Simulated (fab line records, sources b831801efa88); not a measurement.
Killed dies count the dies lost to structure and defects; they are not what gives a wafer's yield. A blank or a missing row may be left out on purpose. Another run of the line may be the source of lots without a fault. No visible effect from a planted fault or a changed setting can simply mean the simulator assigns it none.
Problem report, 8D (eight disciplines) form, completed by code | flow sky130 | the parts of the form that need people (team, actions taken, sign-off) are left out

== 1. THE ISSUE ==
Mean of oesProductAu at SKY_SD_N_STRIP_11: 0.304 a.u. over 3 wafers from 1 lot, against 0.527 a.u. (standard deviation 0.005) on wafers with no fault. That is -45 standard deviations from the usual mean.
The step: strips in O2/N2.
First seen on wafer L463.1, day 30 01:34, on plasmaAsher-01. The record holds 39 wafers of 13 lots with a number at this step. Rule for "out" (also "out of limits"): further than 4 standard deviations from the usual mean. The rest of the wafers with a number are treated as sound.

== 2. WHAT IT IS, AND WHAT IT ISN'T ==
question                    | is                     | is not
which readings at this step | oesProductAu           | drypumpMotorCurrentA
which lots                  | L463                   | L459, L460, L462, L471, L474, L475, L476, L477, L478, L480, L481, L482
which wafers of those lots  | all that have a number | -
read on which tools         | plasmaAsher-01         | plasmaAsher-02, plasmaAsher-03
when                        | from day 30 01:34      | up to then (9 sound wafers); but 27 sound wafers of L471, L474, L475, L476, L477, L478, L480, L481, L482 came after

== 3. SUSPECTS, AND WHAT RULES EACH OUT ==
Counting: any tool at a process step up to the reading is kept as a suspect provided that every lot that is out went through it and no sound lot did after the first of them.
- rieDiel-03 at SKY_POLY_CUT_ETCH_10 (etches BARC in N2/H2, stops on SiO2, time 45.9 s, target depth 60 nm): ruled out as a lasting fault. After its first lot that is out, L463 (day 26 11:29), sound lots L471, L474, L475, L478, L480, L482 ran on it.
- plasmaAsher-02 at SKY_RES_XHIGH_STRIP_08 (strips in O2/N2): kept. It ran the lot that is out, L463 (day 28 21:03), and no sound lot after that; its last sound lot up to then is L459 (day 26 13:26).
- plasmaAsher-01 at SKY_SD_N_STRIP_11 (strips in O2/N2): ruled out as a lasting fault. After its first lot that is out, L463 (day 30 01:34), sound lots L471, L477, L480, L481 ran on it.
After counting, what remains is plasmaAsher-02 at SKY_RES_XHIGH_STRIP_08.

== 4. THE CAUSE (what the simulator had put in) ==
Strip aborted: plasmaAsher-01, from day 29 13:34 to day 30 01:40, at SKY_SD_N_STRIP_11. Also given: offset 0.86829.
Counting ruled it out, wrongly.

== 5. SEQUENCE OF EFFECTS, ordered by route ==
Each row: a reading where the mean over the struck wafers with a number is more than 3 standard deviations away from the usual. Readings are gone through only where the record gives a usual standard deviation; hours: the median, over the lots, of the time from a lot's start at the first step in this table giving one to that lot's start at this step; sigmas: the change measured in usual standard deviations.
hours | step              | reading      | usual      | on struck wafers | change | sigmas
0     | SKY_SD_N_STRIP_11 | oesProductAu | 0.527 a.u. | 0.304            | -0.223 | -45
The process steps in it:
- SKY_SD_N_STRIP_11: strips in O2/N2.
Readings that are blank on the struck wafers while sound wafers have them: stripTimeToEndpointS at SKY_SD_N_STRIP_11.

== 6. HOW IT WOULD HAVE BEEN CAUGHT EARLIER ==
In this record the first reading out of limits was taken at day 30 01:34, 12 hours after the fault began at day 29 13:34.
